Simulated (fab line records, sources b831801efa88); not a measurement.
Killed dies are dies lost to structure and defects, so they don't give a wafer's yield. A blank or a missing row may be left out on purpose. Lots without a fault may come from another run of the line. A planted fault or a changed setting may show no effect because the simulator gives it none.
fab line records | flow sky130
record lots=7 wafers=21 last_day=50
route steps=708 shown VIA2@525 METAL3@532 CAPM@537 PAD_OPEN@708
lots that met no fault: from a run of the same line without faults
start_h: hours from the record's first day to the start of the lot's first wafer shown | wait_h: hours since the lot's step before | " the same as in the row above | L1.1+2: a row that stands for several wafers | - no value, or no start given | * or withheld: withheld | < > ~ a bound
route shown NAME@n: a module of which the file shows steps, and the number in the route of the first | usual: mean/standard deviation of fault-free wafers | same: alike in all rows | chamber/n: place in a boat | sites: the reading at each site | _std_site: their standard deviation | _edge_site: outer sites' mean less inner sites' | radius_mm: how far each site lies from the wafer's centre | mask NAME#n: copy n | behind: the tool/chamber that last shaped the wafer | hold: why the lot was held/for how many hours/how that ended | device: the transistor (n, p or np) that didn't switch | end of line: the same wafers' tests at the end of the route | a step without rows: its recipe alone | killed: dies lost to structure and defects at the first sort, not the wafer's yield | map: a wafer's dies, x killed, . not, _ none there
set.NAME: the setting as run; set.NAME@STEP: as run at that earlier step | model.NAME: the simulator's own value behind a step, which no gauge read
lots at some steps of the route; a table a step, a row a wafer
services: from which hour (start_h, from the record's first day; less than 0 if before it) a tool's chamber was out of use, for how many hours, and why
## steps
# step SKY_VIA2_CLEAN_18
# recipe chemistry=IPA time_s=180 temp_c=25
# step SKY_VIA2_CLEAN_19
# recipe chemistry=O3/DIW dry=n2_spin
# step SKY_VIA2_SPUTTER_20
# recipe material=TiN target_thk_nm=20 chamber_pressure_pa=5 power_w=4000 time_s=80
# step SKY_VIA2_CVD_21
# recipe material=W target_thk_nm=420 time_s=126.4 temp_c=400 pressure_torr=40
# usual chamber_pressure_Torr=40.01/0.094 heater_power_outer_w=497/33 heater_power_w=836/48 susceptor_temp_C=400.04/0.21
# columns lot.wafer tool chamber start_h wait_h chamber_pressure_Torr heater_power_outer_w heater_power_w susceptor_temp_C
L533.1 cvd_w-01 0 888.72 0.0 39.89 505 836 400.03
L533.4 " 1 " " 39.94 533 872 400.35
L533.6 " 0 " " 40.19 504 834 399.86
L538.2 cvd_w-01 1 916.63 0.1 39.98 532 878 399.97
L538.5 " 1 " " 39.87 534 861 400.10
L538.6 " 0 " " 40.00 511 851 400.23
L543.1 cvd_w-01 0 955.90 0.0 39.99 505 854 400.15
L543.2 " 1 " " 39.81 533 874 399.97
L543.6 " 1 " " 39.96 553 878 400.23
L544.1 cvd_w-02 0 958.05 0.0 39.97 435 748 400.21
L544.3 " 0 " " 39.96 441 761 400.07
L544.6 " 0 " " 40.09 446 754 400.53
L545.1 cvd_w-02 0 962.47 0.0 40.08 457 749 400.17
L545.2 " 1 " " 40.06 507 847 399.85
L545.5 " 1 " " 39.90 519 882 399.84
L552.1 cvd_w-02 1 1017.02 0.0 39.99 516 890 399.96
L552.3 " 0 " " 39.96 440 758 400.05
L552.5 " 0 " " 40.03 449 772 399.89
L553.1 cvd_w-02 1 1018.87 0.0 39.92 520 881 400.09
L553.3 " 1 " " 40.02 517 853 399.98
L553.6 " 0 " " 40.13 436 750 400.07
# step SKY_VIA2_RS_MEAS_22
# recipe thk_meas_gauge=four-point-probe reads=W_of_VIA2_CVD_21+TiN_of_VIA2_SPUTTER_20
# usual VIA2_W_RS=0.272/0.0031
# columns lot.wafer tool chamber start_h wait_h VIA2_W_RS[ohm/sq]
L533.1 film_metro-04 - 888.85 0.1 0.279
L533.4 " - " " 0.277
L533.6 " - " " 0.277
L538.2 film_metro-04 - 916.78 0.1 0.269
L538.5 " - " " 0.273
L538.6 " - " " 0.275
L543.1 film_metro-02 - 956.03 0.1 0.270
L543.2 " - " " 0.270
L543.6 " - " " 0.270
L544.1 film_metro-01 - 958.18 0.1 0.268
L544.3 " - " " 0.272
L544.6 " - " " 0.271
L545.1 film_metro-01 - 962.60 0.1 0.267
L545.2 " - " " 0.265
L545.5 " - " " 0.269
L552.1 film_metro-02 - 1017.15 0.1 0.273
L552.3 " - " " 0.272
L552.5 " - " " 0.271
L553.1 film_metro-04 - 1019.00 0.1 0.271
L553.3 " - " " 0.269
L553.6 " - " " 0.270
# step SKY_VIA2_THK_MEAS_23
# recipe thk_meas_gauge=xrf reads=W_of_VIA2_CVD_21
# usual VIA2_W_THK=431/6.5
# columns lot.wafer tool chamber start_h wait_h VIA2_W_THK[nm]
L533.1 film_metro-04 - 888.97 0.1 428
L533.4 " - " " 426
L533.6 " - " " 426
L538.2 film_metro-04 - 916.89 0.1 436
L538.5 " - " " 429
L538.6 " - " " 426
L543.1 film_metro-02 - 956.15 0.1 440
L543.2 " - " " 439
L543.6 " - " " 439
L544.1 film_metro-01 - 958.30 0.1 431
L544.3 " - " " 424
L544.6 " - " " 425
L545.1 film_metro-01 - 962.72 0.1 431
L545.2 " - " " 437
L545.5 " - " " 433
L552.1 film_metro-02 - 1017.27 0.1 428
L552.3 " - " " 428
L552.5 " - " " 430
L553.1 film_metro-04 - 1019.12 0.1 436
L553.3 " - " " 441
L553.6 " - " " 439
# step SKY_VIA2_CMP_24
# recipe stop_on=SiO2 t_overpolish_s=20 down_force_psi=3.5 platen_rpm=60 target_thk_nm=0 pad_velocity_m_s=0.94248
# step SKY_METAL3_SPUTTER_00
# recipe material=Ti target_thk_nm=15 power_w=3000 time_s=10 chamber_pressure_pa=0.4
# usual throttle_valve_pct=30.0/1.4
# columns lot.wafer tool chamber start_h wait_h throttle_valve_pct
L533.1 pvd_sputter-04 - 889.33 0.2 31.1
L533.4 " - " " 28.5
L533.6 " - " " 32.0
L538.2 pvd_sputter-02 - 917.24 0.1 30.1
L538.5 " - " " 31.4
L538.6 " - " " 30.1
L543.1 pvd_sputter-02 - 956.51 0.1 31.4
L543.2 " - " " 30.5
L543.6 " - " " 27.6
L544.1 pvd_sputter-03 - 958.66 0.2 31.2
L544.3 " - " " 28.4
L544.6 " - " " 28.5
L545.1 pvd_sputter-03 - 963.08 0.1 30.9
L545.2 " - " " 29.4
L545.5 " - " " 28.6
L552.1 pvd_sputter-04 - 1017.63 0.2 30.8
L552.3 " - " " 28.4
L552.5 " - " " 31.2
L553.1 pvd_sputter-02 - 1019.48 0.1 31.6
L553.3 " - " " 29.9
L553.6 " - " " 30.4
# step SKY_METAL3_SPUTTER_01
# recipe material=TiN target_thk_nm=20 power_w=6500 time_s=16.7 chamber_pressure_pa=0.4
# usual throttle_valve_pct=30.0/1.4
# columns lot.wafer tool chamber start_h wait_h throttle_valve_pct
L533.1 pvd_sputter-04 - 889.35 0.0 31.0
L533.4 " - " " 28.6
L533.6 " - " " 32.1
L538.2 pvd_sputter-02 - 917.26 0.0 30.0
L538.5 " - " " 31.2
L538.6 " - " " 30.2
L543.1 pvd_sputter-02 - 956.53 0.0 31.4
L543.2 " - " " 30.5
L543.6 " - " " 27.6
L544.1 pvd_sputter-03 - 958.68 0.0 31.1
L544.3 " - " " 28.2
L544.6 " - " " 28.4
L545.1 pvd_sputter-03 - 963.11 0.0 31.1
L545.2 " - " " 29.6
L545.5 " - " " 28.5
L552.1 pvd_sputter-04 - 1017.66 0.0 30.8
L552.3 " - " " 28.2
L552.5 " - " " 31.0
L553.1 pvd_sputter-02 - 1019.50 0.0 31.5
L553.3 " - " " 30.3
L553.6 " - " " 30.6
# step SKY_METAL3_SPUTTER_02
# recipe material=AlCu target_thk_nm=735 power_w=10600 time_s=39.1 chamber_pressure_pa=0.4
# usual throttle_valve_pct=30.0/1.3
# columns lot.wafer tool chamber start_h wait_h throttle_valve_pct
L533.1 pvd_sputter-04 - 889.38 0.0 31.1
L533.4 " - " " 28.4
L533.6 " - " " 31.8
L538.2 pvd_sputter-02 - 917.29 0.0 30.2
L538.5 " - " " 31.5
L538.6 " - " " 29.9
L543.1 pvd_sputter-02 - 956.56 0.0 31.4
L543.2 " - " " 30.6
L543.6 " - " " 27.8
L544.1 pvd_sputter-03 - 958.71 0.0 31.0
L544.3 " - " " 28.4
L544.6 " - " " 28.6
L545.1 pvd_sputter-03 - 963.13 0.0 30.9
L545.2 " - " " 29.7
L545.5 " - " " 28.4
L552.1 pvd_sputter-04 - 1017.68 0.0 31.2
L552.3 " - " " 28.4
L552.5 " - " " 31.1
L553.1 pvd_sputter-02 - 1019.53 0.0 31.6
L553.3 " - " " 30.2
L553.6 " - " " 30.5
# step SKY_METAL3_SPUTTER_03
# recipe material=Ti target_thk_nm=5 power_w=3000 time_s=3.3 chamber_pressure_pa=0.4
# usual throttle_valve_pct=30.0/1.4
# columns lot.wafer tool chamber start_h wait_h throttle_valve_pct
L533.1 pvd_sputter-04 - 889.42 0.0 31.2
L533.4 " - " " 28.4
L533.6 " - " " 32.0
L538.2 pvd_sputter-02 - 917.33 0.0 30.1
L538.5 " - " " 31.6
L538.6 " - " " 29.9
L543.1 pvd_sputter-02 - 956.60 0.0 31.8
L543.2 " - " " 30.6
L543.6 " - " " 27.7
L544.1 pvd_sputter-03 - 958.75 0.0 31.3
L544.3 " - " " 28.8
L544.6 " - " " 28.4
L545.1 pvd_sputter-03 - 963.17 0.0 31.1
L545.2 " - " " 29.5
L545.5 " - " " 28.4
L552.1 pvd_sputter-04 - 1017.72 0.0 30.8
L552.3 " - " " 28.3
L552.5 " - " " 30.7
L553.1 pvd_sputter-02 - 1019.56 0.0 31.9
L553.3 " - " " 30.1
L553.6 " - " " 30.3
# step SKY_METAL3_SPUTTER_04
# recipe material=TiN target_thk_nm=70 power_w=6500 time_s=58.3 chamber_pressure_pa=0.4
# step SKY_CAPM_CVD_00
# recipe material=SiO2 target_thk_nm=15.5 temp_c=400 time_s=withheld rf_w=450
# usual heater_power_outer_w=412/61 heater_power_w=701/110 susceptor_temp_C=400.03/0.22
# columns lot.wafer tool chamber start_h wait_h heater_power_outer_w heater_power_w susceptor_temp_C
L533.1 pecvd-04 2 889.48 0.0 445 725 400.07
L533.4 " 0 " " 320 548 400.11
L533.6 " 2 " " 449 735 399.84
L538.2 pecvd-02 2 917.40 0.0 369 644 400.07
L538.5 " 0 " " 442 801 399.86
L538.6 " 2 " " 364 649 400.01
L543.1 pecvd-04 2 956.66 0.0 - - -
L543.2 " 0 " " - - -
L543.6 " 1 " " - - -
L544.1 pecvd-04 0 958.81 0.0 - - -
L544.3 " 1 " " - - -
L544.6 " 2 " " - - -
L545.1 pecvd-03 2 963.24 0.0 - - -
L545.2 " 0 " " - - -
L545.5 " 0 " " - - -
L552.1 pecvd-02 2 1017.79 0.0 365 641 400.08
L552.3 " 0 " " 512 878 399.71
L552.5 " 2 " " 366 627 400.04
L553.1 pecvd-04 1 1019.63 0.0 398 694 400.54
L553.3 " 2 " " 466 769 400.07
L553.6 " 1 " " 412 688 400.15
# step SKY_CAPM_SPUTTER_02
# recipe material=TiN target_thk_nm=200 temp_c=300 power_w=6500 time_s=166.7 chamber_pressure_pa=0.4
# step SKY_PAD_OPEN_PROBE_99
# usual defect_limited_yield=82.5/1.8 killed_at_M0_to_M3=44/7.1 killed_at_M4_up=3.0/1.9 killed_at_contacts=25/5.6 killed_at_front_end=14/4.1 killed_at_other=0.2/0.44 killed_dies=86/9.1 killed_on_rim=17/3.7 killed_open=47/7.4 killed_short=39/5.7 sort_bin_3_pad_short=0.9/0.37 sort_bin_5_function=10.3/1.6 sort_bin_6_memory=6.3/1.1 sort_n_pass=406/9.1 sort_yield_pct=82.5/1.8
# same gross_dies=492 killed_at_back_side=0 sort_bin_4_leakage[%]=0 sort_bin_8_speed[%]=0
# columns lot.wafer tool chamber start_h wait_h defect_limited_yield[%] killed_at_M0_to_M3 killed_at_M4_up killed_at_contacts killed_at_front_end killed_at_other killed_dies killed_on_rim killed_open killed_short sort_bin_3_pad_short[%] sort_bin_5_function[%] sort_bin_6_memory[%] sort_n_pass sort_yield_pct[%]
L533.1 prober-01 - 1102.34 0.1 84.8 36 1 23 15 0 75 13 43 32 1.0 9.3 4.9 417 84.8
L533.4 prober-01 - 1102.49 0.2 83.3 45 0 21 15 1 82 11 42 40 0.8 7.9 7.9 410 83.3
L533.6 prober-01 - 1102.59 0.2 79.3 63 5 26 7 1 102 16 61 41 1.0 10.0 9.8 390 79.3
L538.2 prober-02 - 1124.51 0.1 79.5 53 3 28 16 1 101 13 60 41 1.2 13.0 6.3 391 79.5
L538.5 prober-02 - 1124.66 0.2 82.7 44 1 26 12 2 85 19 48 37 0.2 11.0 6.1 407 82.7
L538.6 prober-02 - 1124.71 0.2 83.7 44 2 22 12 0 80 15 44 36 1.4 9.3 5.5 412 83.7
L543.1 prober-01 - 1159.60 0.1 0 53 6 32 10 391 492 96 59 42 0.8 91.7 7.5 0 0
L543.2 prober-01 - 1159.65 0.1 0 50 3 26 9 404 492 96 62 26 0.8 91.5 7.7 0 0
L543.6 prober-01 - 1159.85 0.2 0 61 2 32 13 384 492 96 62 46 0.8 93.1 6.1 0 0
L544.1 prober-01 - 1160.67 0.1 0 34 3 22 10 423 492 96 32 38 1.0 94.7 4.3 0 0
L544.3 prober-01 - 1160.77 0.2 0 35 0 19 14 424 492 96 33 35 0.4 92.1 7.5 0 0
L544.6 prober-01 - 1160.92 0.2 0 43 1 22 13 413 492 96 36 43 0.8 92.9 6.3 0 0
L545.1 prober-01 - 1164.18 0.1 0 53 6 17 8 408 492 96 42 42 1.2 91.9 6.9 0 0
L545.2 prober-01 - 1164.23 0.1 0 57 0 16 8 411 492 96 38 43 0.4 92.5 7.1 0 0
L545.5 prober-01 - 1164.38 0.2 0 46 6 32 16 392 492 96 66 34 0.8 93.5 5.7 0 0
L552.1 prober-02 - 1204.32 0.1 82.7 48 3 21 13 0 85 15 44 41 1.0 10.0 6.3 407 82.7
L552.3 prober-02 - 1204.42 0.2 79.7 50 2 28 20 0 100 17 57 43 1.0 12.4 6.9 392 79.7
L552.5 prober-02 - 1204.52 0.2 81.3 46 3 27 16 0 92 15 57 35 1.0 10.8 6.9 400 81.3
L553.1 prober-02 - 1208.20 0.1 80.7 44 1 24 26 0 95 13 55 40 0.6 13.2 5.5 397 80.7
L553.3 prober-02 - 1208.30 0.2 82.7 44 5 16 20 0 85 17 46 39 1.2 10.2 5.9 407 82.7
L553.6 prober-02 - 1208.45 0.2 82.1 46 1 25 16 0 88 10 51 37 1.2 11.8 4.9 404 82.1
# killed by level:class
L533.1 VIA1:geometric_particle:open=8 VIA3:geometric_particle:open=8 CONTACT:geometric_particle:open=7 LOCAL_INTERCONNECT:geometric_particle:short=6 VIA2:geometric_particle:open=6 FIELD_ISO:geometric_particle:short=5 LI_CONTACT:geometric_particle:open=5 FIELD_ISO:geometric_particle:open=4
L533.4 VIA1:geometric_particle:open=10 LI_CONTACT:geometric_particle:open=8 VIA3:geometric_particle:open=7 METAL1:geometric_particle:short=6 VIA2:geometric_particle:short=6 POLY_GATE:geometric_particle:short=5 METAL2:geometric_particle:short=5 FIELD_ISO:geometric_particle:open=4
L533.6 VIA1:geometric_particle:open=17 CONTACT:geometric_particle:open=11 LI_CONTACT:geometric_particle:open=9 VIA3:geometric_particle:open=8 VIA1:geometric_particle:short=8 METAL2:geometric_particle:short=6 VIA2:geometric_particle:open=6 METAL1:geometric_particle:short=5
L538.2 CONTACT:geometric_particle:open=14 VIA1:geometric_particle:open=13 VIA2:geometric_particle:open=10 CONTACT:geometric_particle:short=8 METAL1:geometric_particle:short=7 VIA3:geometric_particle:open=7 FIELD_ISO:geometric_particle:open=6 METAL2:geometric_particle:short=5
L538.5 VIA1:geometric_particle:open=10 LI_CONTACT:geometric_particle:open=9 METAL2:geometric_particle:short=8 VIA2:geometric_particle:open=7 CONTACT:geometric_particle:open=6 CONTACT:geometric_particle:short=6 VIA3:geometric_particle:open=5 VIA1:geometric_particle:short=4
L538.6 LI_CONTACT:geometric_particle:open=10 VIA2:geometric_particle:open=9 VIA1:geometric_particle:open=8 CONTACT:geometric_particle:open=6 VIA1:geometric_particle:short=6 METAL3:geometric_particle:short=5 FIELD_ISO:geometric_particle:short=4 CONTACT:geometric_particle:short=4
L543.1 CAPM:area_cvd=391 VIA1:geometric_particle:open=12 LI_CONTACT:geometric_particle:open=9 VIA3:geometric_particle:open=8 CONTACT:geometric_particle:open=7 VIA1:geometric_particle:short=6 CONTACT:geometric_particle:short=6 VIA2:geometric_particle:open=6
L543.2 CAPM:area_cvd=404 VIA1:geometric_particle:open=15 LI_CONTACT:geometric_particle:open=14 VIA3:geometric_particle:open=10 CONTACT:geometric_particle:open=6 METAL1:geometric_particle:short=6 VIA2:geometric_particle:open=5 LOCAL_INTERCONNECT:geometric_particle:short=4
L543.6 CAPM:area_cvd=384 CONTACT:geometric_particle:open=16 VIA1:geometric_particle:open=12 LI_CONTACT:geometric_particle:open=11 METAL1:geometric_particle:short=10 VIA1:geometric_particle:short=7 VIA2:geometric_particle:open=6 METAL2:geometric_particle:short=6
L544.1 CAPM:area_cvd=422 METAL2:geometric_particle:short=8 CONTACT:geometric_particle:open=8 VIA1:geometric_particle:open=7 CONTACT:geometric_particle:short=6 LI_CONTACT:geometric_particle:open=4 METAL1:geometric_particle:short=4 VIA2:geometric_particle:open=4
L544.3 CAPM:area_cvd=424 CONTACT:geometric_particle:open=8 VIA1:geometric_particle:open=6 FIELD_ISO:geometric_particle:short=5 METAL1:geometric_particle:short=5 VIA1:geometric_particle:short=4 LI_CONTACT:geometric_particle:open=4 VIA2:geometric_particle:open=4
L544.6 CAPM:area_cvd=413 VIA1:geometric_particle:open=11 CONTACT:geometric_particle:short=8 VIA3:geometric_particle:open=6 VIA1:geometric_particle:short=6 METAL2:geometric_particle:short=6 FIELD_ISO:geometric_particle:short=5 METAL1:geometric_particle:short=5
L545.1 CAPM:area_cvd=408 CONTACT:geometric_particle:open=11 METAL1:geometric_particle:short=8 VIA1:geometric_particle:open=8 VIA3:geometric_particle:open=7 VIA2:geometric_particle:open=6 VIA3:geometric_particle:short=6 METAL4:geometric_particle:short=5
L545.2 CAPM:area_cvd=411 VIA1:geometric_particle:open=11 VIA3:geometric_particle:open=9 VIA3:geometric_particle:short=8 METAL1:geometric_particle:short=7 VIA1:geometric_particle:short=6 CONTACT:geometric_particle:short=5 CONTACT:geometric_particle:open=5
L545.5 CAPM:area_cvd=392 CONTACT:geometric_particle:open=15 VIA1:geometric_particle:open=11 VIA3:geometric_particle:open=9 LI_CONTACT:geometric_particle:open=8 VIA2:geometric_particle:open=7 FIELD_ISO:geometric_particle:short=6 FIELD_ISO:geometric_particle:open=5
L552.1 VIA1:geometric_particle:open=9 LI_CONTACT:geometric_particle:open=6 CONTACT:geometric_particle:open=6 METAL1:geometric_particle:short=6 LOCAL_INTERCONNECT:geometric_particle:short=5 VIA2:geometric_particle:short=5 VIA3:geometric_particle:open=5 POLY_GATE:geometric_particle:open=4
L552.3 VIA1:geometric_particle:open=11 CONTACT:geometric_particle:open=11 VIA2:geometric_particle:open=8 FIELD_ISO:geometric_particle:short=6 VIA3:geometric_particle:open=6 LI_CONTACT:geometric_particle:open=6 VIA3:geometric_particle:short=6 METAL2:geometric_particle:short=5
L552.5 LI_CONTACT:geometric_particle:open=12 CONTACT:geometric_particle:open=11 VIA1:geometric_particle:open=8 METAL1:geometric_particle:short=7 VIA3:geometric_particle:open=7 VIA2:geometric_particle:open=7 FIELD_ISO:geometric_particle:open=5 VIA2:geometric_particle:short=4
L553.1 FIELD_ISO:geometric_particle:open=12 VIA1:geometric_particle:open=12 CONTACT:geometric_particle:open=8 FIELD_ISO:geometric_particle:short=6 METAL2:geometric_particle:short=6 LI_CONTACT:geometric_particle:short=5 LI_CONTACT:geometric_particle:open=5 LOCAL_INTERCONNECT:geometric_particle:short=5
L553.3 VIA1:geometric_particle:open=13 METAL2:geometric_particle:short=9 FIELD_ISO:geometric_particle:short=6 VIA3:geometric_particle:open=6 LI_CONTACT:geometric_particle:open=6 FIELD_ISO:geometric_particle:open=4 CONTACT:geometric_particle:open=4 METAL1:geometric_particle:short=4
L553.6 VIA1:geometric_particle:open=15 VIA2:geometric_particle:open=9 CONTACT:geometric_particle:open=8 LI_CONTACT:geometric_particle:open=5 CONTACT:geometric_particle:short=5 METAL2:geometric_particle:short=5 FIELD_ISO:geometric_particle:open=4 POLY_GATE:geometric_particle:open=4
# map L543.1 (x killed, . not)
__________xxxxxxxxxx_________
________xxxxxxxxxxxxxx_______
______xxxxxxxxxxxxxxxxxx_____
_____xxxxxxxxxxxxxxxxxxxx____
____xxxxxxxxxxxxxxxxxxxxxx___
___xxxxxxxxxxxxxxxxxxxxxxxx__
__xxxxxxxxxxxxxxxxxxxxxxxxxx_
_xxxxxxxxxxxxxxxxxxxxxxxxxxxx
_xxxxxxxxxxxxxxxxxxxxxxxxxxxx
_xxxxxxxxxxxxxxxxxxxxxxxxxxxx
_xxxxxxxxxxxxxxxxxxxxxxxxxxxx
_xxxxxxxxxxxxxxxxxxxxxxxxxxxx
_xxxxxxxxxxxxxxxxxxxxxxxxxxxx
_xxxxxxxxxxxxxxxxxxxxxxxxxxxx
_xxxxxxxxxxxxxxxxxxxxxxxxxxxx
__xxxxxxxxxxxxxxxxxxxxxxxxxx_
___xxxxxxxxxxxxxxxxxxxxxxxx__
____xxxxxxxxxxxxxxxxxxxxxx___
_____xxxxxxxxxxxxxxxxxxxx____
______xxxxxxxxxxxxxxxxxx_____
________xxxxxxxxxxxxxx_______
__________xxxxxxxxxx_________
# map L544.1 (x killed, . not)
__________xxxxxxxxxx_________
________xxxxxxxxxxxxxx_______
______xxxxxxxxxxxxxxxxxx_____
_____xxxxxxxxxxxxxxxxxxxx____
____xxxxxxxxxxxxxxxxxxxxxx___
___xxxxxxxxxxxxxxxxxxxxxxxx__
__xxxxxxxxxxxxxxxxxxxxxxxxxx_
_xxxxxxxxxxxxxxxxxxxxxxxxxxxx
_xxxxxxxxxxxxxxxxxxxxxxxxxxxx
_xxxxxxxxxxxxxxxxxxxxxxxxxxxx
_xxxxxxxxxxxxxxxxxxxxxxxxxxxx
_xxxxxxxxxxxxxxxxxxxxxxxxxxxx
_xxxxxxxxxxxxxxxxxxxxxxxxxxxx
_xxxxxxxxxxxxxxxxxxxxxxxxxxxx
_xxxxxxxxxxxxxxxxxxxxxxxxxxxx
__xxxxxxxxxxxxxxxxxxxxxxxxxx_
___xxxxxxxxxxxxxxxxxxxxxxxx__
____xxxxxxxxxxxxxxxxxxxxxx___
_____xxxxxxxxxxxxxxxxxxxx____
______xxxxxxxxxxxxxxxxxx_____
________xxxxxxxxxxxxxx_______
__________xxxxxxxxxx_________
## services
# columns tool chamber start_h hours kind
pecvd-04 1 874.86 2.1 scheduled_down
pvd_sputter-03 1 879.86 - consumable_replace:kit
pvd_sputter-03 1 879.86 18.0 scheduled_down
pvd_sputter-03 1 879.86 18.0 vent_cycle
pvd_sputter-04 - 880.64 1.4 repair
pecvd-04 1 895.38 4.7 repair
cvd_w-02 - 904.00 14.0 pm
cvd_w-02 0 904.00 14.0 vent_cycle
cvd_w-02 1 904.00 14.0 vent_cycle
pvd_sputter-02 0 904.30 - consumable_replace:kit
pvd_sputter-02 0 904.30 18.0 scheduled_down
pvd_sputter-02 0 904.30 18.0 vent_cycle
pecvd-04 0 907.90 5.5 scheduled_down
cvd_w-02 0 918.00 - clean
pvd_sputter-03 - 918.33 2.0 repair
pvd_sputter-04 3 919.01 - consumable_replace:kit
pvd_sputter-04 3 919.01 18.0 scheduled_down
pvd_sputter-04 3 919.01 18.0 vent_cycle
cvd_w-01 - 932.08 0.4 repair
pecvd-03 - 969.61 2.1 repair
pecvd-03 0 993.23 1.7 repair
pvd_sputter-02 3 1005.66 - consumable_replace:kit
pvd_sputter-02 3 1005.66 18.0 scheduled_down
pvd_sputter-02 3 1005.66 18.0 vent_cycle
## key
first_sign step=SKY_CAPM_CVD_00 reading=tool_record direction=missing
effect step=SKY_PAD_OPEN_PROBE_99 reading=killed_at_other direction=up sigmas=99+ usual=0.2 struck=405.6
more_kills_born_at SKY_CAPM_CVD_00@pecvd-04=2438 SKY_CAPM_CVD_00@pecvd-03=1210
met_at SKY_CAPM_CVD_00
struck_wafers L543.1,L543.2,L543.6,L544.1,L544.3,L544.6,L545.1,L545.2,L545.5
later_rows_left_out L543.1,L543.2,L543.6,L544.1,L544.3,L544.6,L545.1,L545.2,L545.5
onset_between 889.48 956.66
fault kind=skipped_step_whole tool=pecvd-03,pecvd-04 chamber=- onset_h=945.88 steps=SKY_CAPM_CVD_00 scope=struck_lots_only
# later_rows_left_out: the simulator's readings of these wafers behind a module that went badly wrong aren't trusted and aren't shown, but for the sort
